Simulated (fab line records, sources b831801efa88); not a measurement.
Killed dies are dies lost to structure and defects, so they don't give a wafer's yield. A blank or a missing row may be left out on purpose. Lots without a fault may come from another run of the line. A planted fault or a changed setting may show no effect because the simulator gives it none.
One fault seen from 2 desks | flow gf180mcu | each desk has only its own numbers; what lay behind them comes last

THE METROLOGY DESK
What the gauges read, lot by lot, whatever tool the lot ran on: means of the sampled wafers that have a number. A lot is out of limits, marked OUT, if its mean lies more than 4 standard deviations from the usual mean; the brackets give that distance.
Columns: A = DUAL_GATE_OVL at GF_DUAL_GATE_OVL_MEAS_11, usual -0.5 nm; B = cd_nm at GF_POLY_GATE_CD_MEAS_18, usual 280.1 nm; C = cd_nm at GF_HV_LDD_CD_MEAS_07, usual 400.1 nm
lot  | first seen here | A    | B     | C
L614 | day 8 06:36     | -1.0 | 279.3 | 400.7
L615 | day 8 12:19     | -3.3 | 281.3 | 401.0
L616 | day 8 22:09     | 1.8  | 280.6 | 402.8
L617 | day 9 04:42     | -1.7 | 277.9 | 397.8
L618 | day 9 09:32     | -2.9 | 280.1 | 401.5
L626 | day 11 21:16    | -1.3 | 281.7 | 400.2
L628 | day 12 09:13    | 1.9  | 283.2 | 394.7
L630 | day 13 05:18    | 1.6  | 280.0 | 400.2
L631 | day 13 05:27    | -0.1 | 278.6 | 399.9
L632 | day 13 15:34    | 0.4  | 280.8 | 404.0
L633 | day 14 01:23    | -1.1 | 280.0 | 399.8
L634 | day 14 01:41    | 1.2  | 280.5 | 398.2
L635 | day 14 10:25    | 0.9  | 281.8 | 398.5
L636 | day 14 16:13    | 0.0  | 281.0 | 403.3
L637 | day 14 22:33    | -0.3 | 278.1 | 402.6
This desk's finding: nothing out of limits on any of the 15 lots.

THE TOOL OWNER'S DESK: rie_si-02
The tool's own readings at GF_POLY_GATE_ETCH_13 (etches poly-Si in HBr/Cl2, stops on SiO2, target depth 198.5 nm, time 69.6 s): means of the sampled wafers that have a number, for each lot that ran on this tool. A lot is out of limits, marked OUT, if its mean lies more than 4 standard deviations from the usual mean; the brackets give that distance.
Columns: A = drypump_motor_current_A at GF_POLY_GATE_ETCH_13, usual 5.5 A; B = oes_product_au at GF_POLY_GATE_ETCH_13, usual 0.992 a.u.; C = throttle_valve_pct at GF_POLY_GATE_ETCH_13, usual 33.683 %
lot  | first seen here | A   | B                | C
L614 | day 9 03:16     | 5.3 | 0.995            | 33.693
L615 | day 9 08:46     | 5.6 | 0.992            | 33.675
L616 | day 9 20:44     | 5.4 | 0.935 (-7.1) OUT | 33.674
L617 | day 10 02:37    | 5.2 | 0.810 (-22) OUT  | 33.691
L618 | day 10 07:31    | 5.5 | 0.894 (-12) OUT  | 33.676
L626 | day 12 22:40    | 5.6 | 0.989            | 33.675
L628 | day 13 09:22    | 5.2 | 0.995            | 33.682
L630 | day 14 07:20    | 5.4 | 0.981            | 33.683
L631 | day 14 07:34    | 5.2 | 0.992            | 33.685
L633 | day 15 02:23    | 5.4 | 0.996            | 33.684
L635 | day 15 12:19    | 5.6 | 0.999            | 33.682
L636 | day 15 18:35    | 5.4 | 1.000            | 33.692
L637 | day 16 03:49    | 5.4 | 0.996            | 33.694
This desk's finding: out of limits on L616, L617, L618; first on L616, day 9 20:44 (oes_product_au at GF_POLY_GATE_ETCH_13). In limits: L614, L615, L626, L628, L630, L631, L633, L635, L636, L637.

PUT TOGETHER
The tool owner's desk could have raised an alarm at day 9 20:44, on L616, L617, L618.
The metrology desk saw nothing out of limits.
The metrology desk has L616, L617, L618 on record, within its limits.
Of the lots named, all ran GF_POLY_GATE_ETCH_13 on rie_si-02.

WHAT THE SIMULATOR HAD PUT IN
Process parameter drift: rie_si-02, from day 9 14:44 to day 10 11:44, at GF_POLY_GATE_ETCH_13. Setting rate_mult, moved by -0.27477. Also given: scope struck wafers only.
Lots struck among those shown: L616, L617, L618.
Hours from the fault's start to each desk's first reading out of limits: the tool owner's desk, 6.
